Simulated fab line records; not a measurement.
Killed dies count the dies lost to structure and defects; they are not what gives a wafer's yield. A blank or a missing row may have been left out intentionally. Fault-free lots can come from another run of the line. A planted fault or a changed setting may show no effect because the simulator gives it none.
fab line records    flow gf180mcu    part 2 of 2: steps 25 to 35 of 35
[record] lots = 5  wafers = 15  lastDay = 33
route steps=602 shown M3@410 V3@429
lots that met no fault: taken from a fault-free run of the same line
startH: start of the lot's first displayed wafer, in hours after the record's first day    waitH: hours elapsed since this lot's preceding step    " identical to the entry in the row above    L1.1+2: several wafers, shown together as one row    - value missing, or start not given    * or withheld: withheld    < > ~ a bound
route shown NAME@n: a module of which the file shows steps, and the number in the route of the first    usual: average and standard deviation across the fault-free wafers    same: alike in all rows    chamber/n: place in a boat    sites: each site's reading    _std_site: how widely they spread, as a standard deviation    _edge_site: outer sites' mean less inner sites'    radiusMm: how far each site lies from the wafer's centre    mask NAME#n: copy n    behind: tool/chamber where the wafer was last shaped    hold: cause of the lot's hold/its duration in hours/its outcome    device: the n, p or np transistor that did not switch    end of line: the same wafers' tests at the end of the route    a step given without rows: its recipe and nothing more    killed: count of dies lost to structure and defects at first sort (not the wafer's yield)    map: a wafer's dies, x killed, . not, _ none there
set.NAME: setting as actually run; set.NAME@STEP: the setting as run at that earlier step    model.NAME: the simulator's own value behind a step, which no gauge read
a table for each step, a row for each wafer; lots at some steps of the route
services: when a tool's chamber went out of use (startH, in hours from the record's first day, below 0 if earlier), for how many hours, and the reason
[[steps]]
[step GF_V3_BOW_MEAS_05]
[recipe] mode = bow
[usual] V3_BOW = 117/8
lot.wafer  tool          chamber  startH  waitH  V3_BOW[um]
L076.2     filmMetro-03  -        505.88  0.3    112
L076.3     "             -        "       "      119
L076.4     "             -        "       "      107
L081.1     filmMetro-02  -        555.25  0.1    127
L081.2     "             -        "       "      115
L081.4     "             -        "       "      118
L087.2     filmMetro-01  -        608.40  0.3    119
L087.3     "             -        "       "      123
L087.4     "             -        "       "      113
L088.1     filmMetro-03  -        609.75  0.2    121
L088.2     "             -        "       "      112
L088.5     "             -        "       "      122
L094.1     filmMetro-01  -        649.69  0.1    129
L094.3     "             -        "       "      126
L094.4     "             -        "       "      127
[step GF_V3_DEHYDRATE_06]
[recipe] tempC = 200  timeS = 60
[usual] exhaustPa = 45.0/0.9
[same] timeS = 60
lot.wafer  tool           chamber  startH  waitH  exhaustPa
L076.2     lithoTrack-03  0        517.77  11.9   43.7
L076.3     "              0        "       "      45.3
L076.4     "              0        "       "      44.6
L081.1     lithoTrack-04  0        566.16  10.9   43.4
L081.2     "              0        "       "      45.9
L081.4     "              0        "       "      46.1
L087.2     lithoTrack-04  0        618.38  10.0   45.3
L087.3     "              0        "       "      46.8
L087.4     "              0        "       "      45.4
L088.1     lithoTrack-02  0        619.57  9.8    44.4
L088.2     "              0        "       "      44.1
L088.5     "              0        "       "      45.1
L094.1     lithoTrack-04  0        659.01  9.3    44.6
L094.3     "              0        "       "      44.8
L094.4     "              0        "       "      44.4
[step GF_V3_HMDS_07]
[recipe] primeTimeS = 60  primeTempC = 120
[usual] exhaustPa = 44.9/0.89
lot.wafer  tool           chamber  startH  waitH  exhaustPa
L076.2     lithoTrack-03  0        517.92  0.1    44.6
L076.3     "              0        "       "      47.2
L076.4     "              0        "       "      46.4
L081.1     lithoTrack-04  0        566.31  0.1    45.4
L081.2     "              0        "       "      45.4
L081.4     "              0        "       "      45.7
L087.2     lithoTrack-04  0        618.53  0.1    44.2
L087.3     "              0        "       "      46.5
L087.4     "              0        "       "      44.1
L088.1     lithoTrack-02  0        619.72  0.1    45.6
L088.2     "              0        "       "      45.6
L088.5     "              0        "       "      45.4
L094.1     lithoTrack-04  0        659.16  0.1    44.3
L094.3     "              0        "       "      45.7
L094.4     "              0        "       "      44.6
[step GF_V3_COAT_08]
[recipe] resist = BARC  tempC = withheld  timeS = withheld  spinRpm = withheld  resistThkNm = withheld
[usual] dispensePressureKPa = 47.6/2.4  exhaustPa = 45.0/0.99
lot.wafer  tool           chamber  startH  waitH  dispensePressureKPa  exhaustPa
L076.2     lithoTrack-03  0        518.07  0.1    46.8                 45.6
L076.3     "              0        "       "      46.8                 44.9
L076.4     "              0        "       "      46.8                 44.9
L081.1     lithoTrack-04  0        566.46  0.1    50.7                 45.7
L081.2     "              0        "       "      50.7                 45.3
L081.4     "              0        "       "      50.7                 44.7
L087.2     lithoTrack-04  0        618.68  0.1    50.7                 45.1
L087.3     "              0        "       "      50.7                 46.0
L087.4     "              0        "       "      50.8                 45.1
L088.1     lithoTrack-02  0        619.87  0.1    45.0                 45.7
L088.2     "              0        "       "      44.9                 43.8
L088.5     "              0        "       "      45.0                 45.6
L094.1     lithoTrack-04  0        659.31  0.1    50.7                 45.9
L094.3     "              0        "       "      50.8                 44.5
L094.4     "              0        "       "      50.8                 45.2
[step GF_V3_COAT_09]
[recipe] resist = KrF  spinRpm = withheld  resistThkNm = 1000
[usual] dispensePressureKPa = 47.5/2.3  exhaustPa = 45.1/0.96
lot.wafer  tool           chamber  startH  waitH  dispensePressureKPa  exhaustPa
L076.2     lithoTrack-03  0        -       -      46.8                 44.5
L076.3     "              0        "       "      46.8                 44.7
L076.4     "              0        "       "      46.8                 44.0
L081.1     lithoTrack-04  0        -       -      50.7                 45.9
L081.2     "              0        "       "      50.6                 45.4
L081.4     "              0        "       "      50.6                 46.4
L087.2     lithoTrack-04  0        -       -      50.6                 44.2
L087.3     "              0        "       "      50.5                 45.9
L087.4     "              0        "       "      50.6                 47.1
L088.1     lithoTrack-02  0        -       -      44.8                 45.1
L088.2     "              0        "       "      44.9                 45.1
L088.5     "              0        "       "      44.8                 44.9
L094.1     lithoTrack-04  0        -       -      50.5                 46.7
L094.3     "              0        "       "      50.6                 47.1
L094.4     "              0        "       "      50.6                 47.0
[step GF_V3_SOFTBAKE_10]
[recipe] tempC = 130  timeS = 60  resist = KrF
[usual] exhaustPa = 45.2/0.94
[same] timeS = 60
lot.wafer  tool           chamber  startH  waitH  exhaustPa
L076.2     lithoTrack-03  0        -       -      44.3
L076.3     "              0        "       "      44.1
L076.4     "              0        "       "      46.5
L081.1     lithoTrack-04  0        -       -      45.3
L081.2     "              0        "       "      45.4
L081.4     "              0        "       "      45.0
L087.2     lithoTrack-04  0        -       -      45.0
L087.3     "              0        "       "      44.7
L087.4     "              0        "       "      45.1
L088.1     lithoTrack-02  0        -       -      45.9
L088.2     "              0        "       "      47.4
L088.5     "              0        "       "      46.7
L094.1     lithoTrack-04  0        -       -      45.9
L094.3     "              0        "       "      45.7
L094.4     "              0        "       "      46.7
[step GF_V3_EXPOSE_11]
[recipe] maskId = Via3  targetCdNm = 260  na = 0.68  sourceShape = conventional  sigmaOuter = 0.6  doseMj = 38
lot.wafer   tool           chamber  startH  waitH  mask
L076.2+3+4  krfScanner-02  0        -       -      Via3#0
L081.1+2+4  krfScanner-02  0        -       -      Via3#0
L087.2+3+4  krfScanner-01  0        -       -      Via3#0
L088.1+2+5  krfScanner-02  0        -       -      Via3#0
L094.1+3+4  krfScanner-02  0        -       -      Via3#0
[step GF_V3_PEB_12]
[recipe] pebTempC = 135  pebTimeS = 90  resist = KrF
[usual] exhaustPa = 45.0/0.94
lot.wafer  tool           chamber  startH  waitH  exhaustPa
L076.2     lithoTrack-02  0        -       -      43.9
L076.3     "              0        "       "      45.1
L076.4     "              0        "       "      45.2
L081.1     lithoTrack-04  0        -       -      45.9
L081.2     "              0        "       "      46.7
L081.4     "              0        "       "      46.4
L087.2     lithoTrack-02  0        -       -      44.2
L087.3     "              0        "       "      45.0
L087.4     "              0        "       "      45.7
L088.1     lithoTrack-03  0        -       -      45.0
L088.2     "              0        "       "      43.0
L088.5     "              0        "       "      44.1
L094.1     lithoTrack-02  0        -       -      44.7
L094.3     "              0        "       "      47.1
L094.4     "              0        "       "      47.4
[step GF_V3_DEVELOP_13]
[recipe] developTimeS = 60  resist = KrF  devTempC = 21
[usual] developerTempC = 20.97/0.1  exhaustPa = 44.8/0.97
lot.wafer  tool           chamber  startH  waitH  developerTempC  exhaustPa
L076.2     lithoTrack-02  0        529.14  0.2    21.05           43.2
L076.3     "              0        "       "      21.13           45.7
L076.4     "              0        "       "      21.15           43.0
L081.1     lithoTrack-04  0        577.56  0.2    20.97           44.7
L081.2     "              0        "       "      20.97           44.0
L081.4     "              0        "       "      20.97           45.9
L087.2     lithoTrack-02  0        629.09  0.2    21.10           45.5
L087.3     "              0        "       "      20.92           44.4
L087.4     "              0        "       "      20.92           45.6
L088.1     lithoTrack-03  0        630.54  0.2    20.93           44.6
L088.2     "              0        "       "      20.91           45.4
L088.5     "              0        "       "      20.89           43.6
L094.1     lithoTrack-02  0        668.92  0.2    21.06           44.9
L094.3     "              0        "       "      21.01           44.6
L094.4     "              0        "       "      21.00           45.5
[step GF_V3_CD_MEAS_14]
[recipe] targetCdNm = 260
[usual] cdNm = 260.1/1.2
lot.wafer  tool      chamber  startH  waitH  cdNm
L076.2     cdSem-02  -        529.29  0.1    259.6
L076.3     "         -        "       "      261.0
L076.4     "         -        "       "      259.6
L081.1     cdSem-02  -        577.71  0.1    261.4
L081.2     "         -        "       "      261.2
L081.4     "         -        "       "      261.3
L087.2     cdSem-01  -        629.24  0.1    261.2
L087.3     "         -        "       "      261.6
L087.4     "         -        "       "      261.0
L088.1     cdSem-01  -        630.69  0.1    261.2
L088.2     "         -        "       "      262.1
L088.5     "         -        "       "      262.1
L094.1     cdSem-01  -        669.07  0.1    260.8
L094.3     "         -        "       "      260.2
L094.4     "         -        "       "      261.2
[step GF_V3_OVL_MEAS_15]
[usual] V3_OVL = 3/5.1
lot.wafer  tool        chamber  startH  waitH  V3_OVL[nm]
L076.2     overlay-01  -        529.39  0.1    3
L076.3     "           -        "       "      2
L076.4     "           -        "       "      0
L081.1     overlay-02  -        577.83  0.1    4
L081.2     "           -        "       "      2
L081.4     "           -        "       "      2
L087.2     overlay-01  -        629.34  0.1    6
L087.3     "           -        "       "      -1
L087.4     "           -        "       "      4
L088.1     overlay-01  -        630.81  0.1    8
L088.2     "           -        "       "      6
L088.5     "           -        "       "      7
L094.1     overlay-01  -        669.19  0.1    5
L094.3     "           -        "       "      6
L094.4     "           -        "       "      -7
[[services]]
tool           chamber  startH  hours  kind
cmp-01         -        457.91  0.2    repair
pecvd-01       0        462.44  9.0    repair
krfScanner-02  -        487.53  1.0    pm
pvdSputter-01  -        491.50  10.0   repair
cmp-01         -        495.92  1.0    repair
krfScanner-01  -        506.42  0.8    pm
krfScanner-02  -        522.61  0.2    repair
krfScanner-02  -        524.24  0.8    repair
krfScanner-01  -        540.72  1.0    pm
pvdSputter-03  -        546.01  3.2    repair
krfScanner-02  -        550.88  1.3    pm
cmp-01         -        572.17  4.0    pm
pvdSputter-03  -        574.42  1.6    repair
krfScanner-02  -        584.28  3.0    pm
wetBench-03    -        585.66  1.5    repair
krfScanner-02  -        587.28  0.8    pm
krfScanner-01  -        588.03  1.3    pm
pvdSputter-03  -        594.66  24.6   repair
cmp-01         -        608.52  1.7    repair
krfScanner-01  -        610.15  0.5    repair
krfScanner-01  -        616.20  0.3    repair
cmp-01         -        622.43  6.0    repair
krfScanner-02  -        627.73  1.0    pm
pvdSputter-02  -        647.36  2.6    repair
